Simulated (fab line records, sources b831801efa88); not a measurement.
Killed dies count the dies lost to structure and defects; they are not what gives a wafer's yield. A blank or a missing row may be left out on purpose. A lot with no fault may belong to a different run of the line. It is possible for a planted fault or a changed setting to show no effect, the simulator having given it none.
fab line records    flow sky130
[record] lots = 12  wafers = 36  last-day = 50
route steps=708 shown LI_CONTACT@375 LOCAL_INTERCONNECT@398 CONTACT@414 PAD_OPEN@708
lots untouched by any fault: they come from a run of this same line in which no faults occurred
start-h: the number of hours between the record's first day and the start of the first shown wafer of the lot    wait-h: time in hours since the lot's previous step    " unchanged from the row above    L1.1+2: several wafers, shown together as one row    - no value, or no start given    * or withheld: withheld    < > ~ a bound
route shown NAME@n: NAME is a module with steps in the file, n the number in the route of the first one    usual: mean/standard deviation taken from wafers without a fault    same: alike in all rows    chamber/n: place in a boat    sites: each site's reading    _std_site: standard deviation of those values    _edge_site: mean of outer sites minus mean of inner sites    radius-mm: how far each site lies from the wafer's centre    mask NAME#n: copy n    behind: tool/chamber where the wafer was last shaped    hold: reason for holding the lot/hours on hold/outcome of the hold    device: transistor that didn't switch, given as n, p or np    end of line: the tests these same wafers got at the end of their route    step lacking rows: just its recipe    killed: not the wafer's yield, but the dies lost to structure and defects at the first sort    map: dies across one wafer; x = killed, . = not, _ = none there
set.NAME: setting as actually run; set.NAME@STEP: the setting as run at that earlier step    model.NAME: the simulator's own value behind a step, which no gauge read
a sample of lots followed through the steps of the route, with each step as a table and each wafer as a row
services: when a tool's chamber went out of use (start-h, in hours from the record's first day, below 0 if earlier), for how many hours, and the reason
[[steps]]
[step SKY_LI_CONTACT_OVL_MEAS_13]
[usual] LI_CONTACT_OVL = -1/6.3
lot.wafer  tool        chamber  start-h  wait-h  LI_CONTACT_OVL[nm]
L653.2     overlay-02  -        659.45   0.1     2
L653.3     "           -        "        "       -8
L653.4     "           -        "        "       -5
L656.1     overlay-01  -        699.44   0.1     1
L656.2     "           -        "        "       3
L656.4     "           -        "        "       -2
L659.1     overlay-01  -        717.83   0.1     -6
L659.3     "           -        "        "       -5
L659.5     "           -        "        "       1
L660.1     overlay-01  -        728.23   0.1     10
L660.2     "           -        "        "       1
L660.3     "           -        "        "       10
L661.1     overlay-02  -        736.88   0.1     8
L661.4     "           -        "        "       3
L661.6     "           -        "        "       -2
L662.1     overlay-02  -        748.79   0.1     0
L662.5     "           -        "        "       -10
L662.6     "           -        "        "       -3
L664.1     overlay-02  -        764.54   0.1     6
L664.3     "           -        "        "       2
L664.4     "           -        "        "       5
L666.3     overlay-02  -        779.35   0.1     -7
L666.4     "           -        "        "       -10
L666.6     "           -        "        "       -5
L672.2     overlay-02  -        824.95   0.1     -11
L672.5     "           -        "        "       1
L672.6     "           -        "        "       0
L674.3     overlay-02  -        839.70   0.1     2
L674.5     "           -        "        "       -6
L674.6     "           -        "        "       -1
L675.3     overlay-02  -        849.65   0.1     -4
L675.4     "           -        "        "       0
L675.5     "           -        "        "       -5
L676.2     overlay-01  -        854.20   0.1     -5
L676.3     "           -        "        "       -8
L676.4     "           -        "        "       -11
[step SKY_LI_CONTACT_CVD_21]
[recipe] material = W  target-thk-nm = 400  time-s = 120.56  temp-c = 400  pressure-torr = 40
[usual] heater-power-w = 784/39
lot.wafer  tool      chamber  start-h  wait-h  heater-power-w
L653.2     cvd-w-01  1        660.04   0.0     797
L653.3     "         0        "        "       802
L653.4     "         1        "        "       812
L656.1     cvd-w-02  0        700.05   0.0     791
L656.2     "         1        "        "       724
L656.4     "         0        "        "       778
L659.1     cvd-w-01  1        718.42   0.0     823
L659.3     "         1        "        "       836
L659.5     "         1        "        "       821
L660.1     cvd-w-01  0        728.83   0.0     822
L660.2     "         1        "        "       811
L660.3     "         0        "        "       781
L661.1     cvd-w-02  1        737.47   0.0     742
L661.4     "         0        "        "       782
L661.6     "         1        "        "       721
L662.1     cvd-w-01  1        749.39   0.0     831
L662.5     "         1        "        "       811
L662.6     "         0        "        "       817
L664.1     cvd-w-02  1        765.14   0.0     732
L664.3     "         0        "        "       788
L664.4     "         1        "        "       717
L666.3     cvd-w-02  1        780.00   0.1     737
L666.4     "         0        "        "       797
L666.6     "         0        "        "       808
L672.2     cvd-w-01  1        825.55   0.0     816
L672.5     "         0        "        "       824
L672.6     "         1        "        "       803
L674.3     cvd-w-02  0        840.34   0.1     768
L674.5     "         0        "        "       789
L674.6     "         1        "        "       719
L675.3     cvd-w-01  1        850.29   0.1     833
L675.4     "         0        "        "       819
L675.5     "         0        "        "       826
L676.2     cvd-w-02  1        854.82   0.0     733
L676.3     "         1        "        "       728
L676.4     "         0        "        "       794
[step SKY_LOCAL_INTERCONNECT_CD_MEAS_11]
[recipe] target-cd-nm = 170
[usual] cd-nm = 169.7/1.6
lot.wafer  tool       chamber  start-h  wait-h  cd-nm
L653.2     cd-sem-02  -        688.93   -       170.3
L653.3     "          -        "        "       171.8
L653.4     "          -        "        "       170.2
L656.1     cd-sem-01  -        728.77   -       169.5
L656.2     "          -        "        "       169.6
L656.4     "          -        "        "       171.2
L659.1     cd-sem-02  -        747.42   -       165.6
L659.3     "          -        "        "       167.9
L659.5     "          -        "        "       169.0
L660.1     cd-sem-01  -        757.72   -       170.1
L660.2     "          -        "        "       168.9
L660.3     "          -        "        "       168.9
L661.1     cd-sem-02  -        766.37   -       171.6
L661.4     "          -        "        "       171.7
L661.6     "          -        "        "       171.1
L662.1     cd-sem-02  -        778.01   -       170.0
L662.5     "          -        "        "       169.3
L662.6     "          -        "        "       170.4
L664.1     cd-sem-02  -        793.36   -       170.6
L664.3     "          -        "        "       172.6
L664.4     "          -        "        "       172.8
L666.3     cd-sem-02  -        807.65   -       169.6
L666.4     "          -        "        "       169.1
L666.6     "          -        "        "       168.5
L672.2     cd-sem-01  -        852.93   -       170.7
L672.5     "          -        "        "       169.9
L672.6     "          -        "        "       169.4
L674.3     cd-sem-01  -        866.80   -       169.1
L674.5     "          -        "        "       167.9
L674.6     "          -        "        "       168.0
L675.3     cd-sem-01  -        877.91   -       169.8
L675.4     "          -        "        "       170.6
L675.5     "          -        "        "       170.8
L676.2     cd-sem-01  -        881.73   -       171.3
L676.3     "          -        "        "       169.7
L676.4     "          -        "        "       170.2
[step SKY_CONTACT_COAT_08]
[recipe] resist = BARC  temp-c = withheld  time-s = withheld  spin-rpm = 3000  resist-thk-nm = 60
[usual] spin-speed-rpm = 3000.4/2
lot.wafer  tool            chamber  start-h  wait-h  spin-speed-rpm
L653.2     litho-track-03  0        704.14   0.1     3000.1
L653.3     "               0        "        "       2999.2
L653.4     "               0        "        "       2999.2
L656.1     litho-track-03  0        744.11   0.1     2999.8
L656.2     "               0        "        "       3001.3
L656.4     "               0        "        "       3002.6
L659.1     litho-track-01  0        762.26   0.1     3002.2
L659.3     "               0        "        "       2999.0
L659.5     "               0        "        "       2997.9
L660.1     litho-track-01  0        772.81   0.1     2998.5
L660.2     "               0        "        "       3000.0
L660.3     "               0        "        "       2998.6
L661.1     litho-track-01  0        781.41   0.1     3001.2
L661.4     "               0        "        "       3000.1
L661.6     "               0        "        "       3002.1
L662.1     litho-track-01  0        792.96   0.1     3241.8
L662.5     "               0        "        "       3243.2
L662.6     "               0        "        "       3242.4
L664.1     litho-track-01  0        807.91   0.1     3242.8
L664.3     "               0        "        "       3241.1
L664.4     "               0        "        "       3239.5
L666.3     litho-track-01  0        822.86   0.1     3239.5
L666.4     "               0        "        "       3241.2
L666.6     "               0        "        "       3239.8
L672.2     litho-track-03  0        866.99   0.1     2999.5
L672.5     "               0        "        "       3004.7
L672.6     "               0        "        "       3003.6
L674.3     litho-track-04  0        881.17   0.1     2996.7
L674.5     "               0        "        "       2999.3
L674.6     "               0        "        "       2996.2
L675.3     litho-track-01  0        891.86   0.1     2997.2
L675.4     "               0        "        "       3000.9
L675.5     "               0        "        "       3000.6
L676.2     litho-track-04  0        895.60   0.1     2999.4
L676.3     "               0        "        "       2999.9
L676.4     "               0        "        "       3002.2
[step SKY_CONTACT_ETCH_16]
[recipe] chemistry = N2/H2  target = BARC  ion-energy-ev = 200  source-w = 500  bias-w = 100  pressure-mtorr = 30  n2-flow-sccm = 100  h2-flow-sccm = 200  stop-on = SiO2  time-s = 45.9  target-depth-a = 600
[usual] bias-w = 99.99/0.27  drypump-motor-current-A = 5.8/0.31  oes-product-au = 0.855/0.0046  throttle-valve-pct = 13.225/0.0081
lot.wafer  tool         chamber  start-h  wait-h  bias-w  drypump-motor-current-A  oes-product-au  rf-hours-counter-h  throttle-valve-pct
L653.2     rie-diel-03  3        718.67   0.0     100.20  5.8                      0.863           8                   13.227
L653.3     "            2        "        "       99.99   5.6                      0.847           2                   13.223
L653.4     "            1        "        "       100.02  6.0                      0.863           11                  13.213
L656.1     rie-diel-03  1        758.67   0.0     100.08  6.0                      0.857           12                  13.246
L656.2     "            0        "        "       99.92   6.0                      0.858           3                   13.224
L656.4     "            3        "        "       99.66   5.9                      0.858           9                   13.244
L659.1     rie-diel-03  1        776.32   0.0     99.61   6.0                      0.849           13                  13.220
L659.3     "            2        "        "       99.99   5.7                      0.856           4                   13.227
L659.5     "            1        "        "       99.90   6.0                      0.859           -                   13.227
L660.1     rie-diel-01  0        786.97   0.0     99.88   5.8                      0.856           32                  13.235
L660.2     "            2        "        "       99.77   5.4                      0.854           5                   13.238
L660.3     "            1        "        "       100.02  5.6                      0.854           7                   13.234
L661.1     rie-diel-03  2        795.38   0.0     99.85   5.7                      0.854           5                   13.233
L661.4     "            1        "        "       100.17  6.0                      0.853           13                  13.228
L661.6     "            1        "        "       99.99   6.0                      0.857           -                   13.228
L662.1     rie-diel-03  0        807.13   0.0     99.63   6.1                      0.833           4                   13.233
L662.5     "            2        "        "       100.41  5.7                      0.845           -                   13.216
L662.6     "            1        "        "       99.75   6.0                      0.840           -                   13.238
L664.1     rie-diel-03  1        822.18   0.0     100.09  6.0                      0.838           15                  13.224
L664.3     "            2        "        "       99.97   5.6                      0.843           6                   13.219
L664.4     "            0        "        "       99.84   6.1                      0.838           5                   13.228
L666.3     rie-diel-01  1        835.83   0.0     99.82   5.6                      0.834           9                   13.238
L666.4     "            0        "        "       100.58  5.8                      0.841           34                  13.226
L666.6     "            3        "        "       100.18  6.1                      0.835           -                   13.233
L672.2     rie-diel-03  1        880.52   0.0     99.45   6.0                      0.852           16                  13.232
L672.5     "            0        "        "       99.93   6.0                      0.850           -                   13.248
L672.6     "            3        "        "       99.89   5.9                      0.844           -                   13.214
L674.3     rie-diel-02  2        893.68   0.0     100.43  5.2                      0.865           18                  13.222
L674.5     "            0        "        "       100.29  5.5                      0.849           -                   13.219
L674.6     "            3        "        "       99.99   6.2                      0.857           -                   13.217
L675.3     rie-diel-01  3        904.92   0.0     100.14  6.1                      0.855           11                  13.231
L675.4     "            2        "        "       100.30  5.3                      0.854           9                   13.234
L675.5     "            2        "        "       100.15  5.4                      0.852           -                   13.230
L676.2     rie-diel-02  1        909.08   0.0     100.12  5.1                      0.862           11                  13.220
L676.3     "            0        "        "       99.90   5.5                      0.857           11                  13.218
L676.4     "            3        "        "       100.05  6.2                      0.857           20                  13.230
[step SKY_PAD_OPEN_PROBE_99]
[usual] killed_at_M0_to_M3 = 43/7  killed_at_M4_up = 3.0/1.9  killed-at-contacts = 24/4.6  killed-at-front-end = 15/4.1  killed-at-other = 0.3/0.52  killed-dies = 84/9.7  killed-open = 46/6.9  killed-short = 38/6.8
[same] gross-dies = 492  killed-at-back-side = 0
lot.wafer  tool       chamber  start-h  wait-h  killed_at_M0_to_M3  killed_at_M4_up  killed-at-contacts  killed-at-front-end  killed-at-other  killed-dies  killed-open  killed-short
L664.1     prober-01  -        1138.88  0.1     36                  3                25                  12                   0                76           40           36
L664.3     prober-01  -        1138.98  0.2     55                  2                22                  16                   0                95           53           41
L664.4     prober-01  -        1139.03  0.2     48                  2                23                  14                   1                88           39           48
// killed by level:class
L664.1 VIA1:geometric-particle:open=9 CONTACT:geometric-particle:open=7 VIA3:geometric-particle:open=7 LI_CONTACT:geometric-particle:open=6 LI_CONTACT:geometric-particle:short=5 LOCAL_INTERCONNECT:geometric-particle:short=4 FIELD_ISO:geometric-particle:short=3 CONTACT:geometric-particle:short=3
L664.3 CONTACT:geometric-particle:open=10 VIA1:geometric-particle:open=10 VIA3:geometric-particle:open=9 METAL2:geometric-particle:short=8 VIA2:geometric-particle:open=7 LI_CONTACT:geometric-particle:open=5 POLY_GATE:geometric-particle:short=4 CONTACT:geometric-particle:short=4
L664.4 FIELD_ISO:geometric-particle:short=7 CONTACT:geometric-particle:open=7 METAL1:geometric-particle:short=7 METAL3:geometric-particle:short=6 VIA1:geometric-particle:short=6 VIA1:geometric-particle:open=6 VIA2:geometric-particle:open=6 LI_CONTACT:geometric-particle:open=5
[[services]]
tool         chamber  start-h  hours  kind
rie-diel-02  2        638.07   6.1    repair
rie-diel-02  1        642.62   2.8    repair
cvd-w-02     -        688.09   2.8    pm
rie-diel-02  2        699.33   7.5    repair
rie-diel-01  -        717.20   2.8    pm
cvd-w-01     -        722.69   6.0    pm
rie-diel-03  2        727.63   5.0    repair
rie-diel-02  0        730.39   1.2    repair
cvd-w-01     -        736.51   2.2    repair
rie-diel-02  -        749.64   1.0    repair
cvd-w-01     -        749.81   2.8    pm
rie-diel-03  0        761.57   12.7   repair
rie-diel-01  2        794.14   3.6    repair
rie-diel-01  0        839.96   -      clean
rie-diel-01  0        839.96   9.6    scheduled-down
rie-diel-01  0        839.96   9.6    vent-cycle
rie-diel-01  -        843.52   0.6    repair
rie-diel-03  1        865.51   3.0    repair
rie-diel-01  0        879.78   6.4    repair
rie-diel-01  1        891.64   2.4    repair
cvd-w-01     -        904.00   14.0   pm
cvd-w-01     0        904.00   14.0   vent-cycle
cvd-w-01     1        904.00   14.0   vent-cycle
[[key]]
[first-sign] step = SKY_CONTACT_COAT_08  reading = spin-speed-rpm  direction = up  sigmas = 99+  usual = 3000.4  struck = 3241.3
[effect] step = SKY_CONTACT_ETCH_16  reading = oes-product-au  direction = down  sigmas = 3.5  usual = 0.855  struck = 0.838
met-at SKY_CONTACT_COAT_08
struck-lots L662,L664,L666
tester-left-out L662,L664,L666
not-acting-at SKY_LI_CONTACT_OVL_MEAS_13,SKY_LI_CONTACT_CVD_21,SKY_LOCAL_INTERCONNECT_CD_MEAS_11
onset-between 781.41 792.96
[fault] kind = process-parameter-drift  tool = litho-track-01  chamber = -  onset-h = 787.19  steps = SKY_CONTACT_COAT_08  channel = spin-rpm  offset = 239.53  shape = step  end-h = 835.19  acts-in = these-recipes-only  stated = 3000
// tester-left-out: of these lots the tester's yield and bins aren't shown, on N5 and GAA mostly nor the transistor test; their killed dies are dies lost to structure and defects alone, not to doping, threshold or leakage, so they don't give the yield
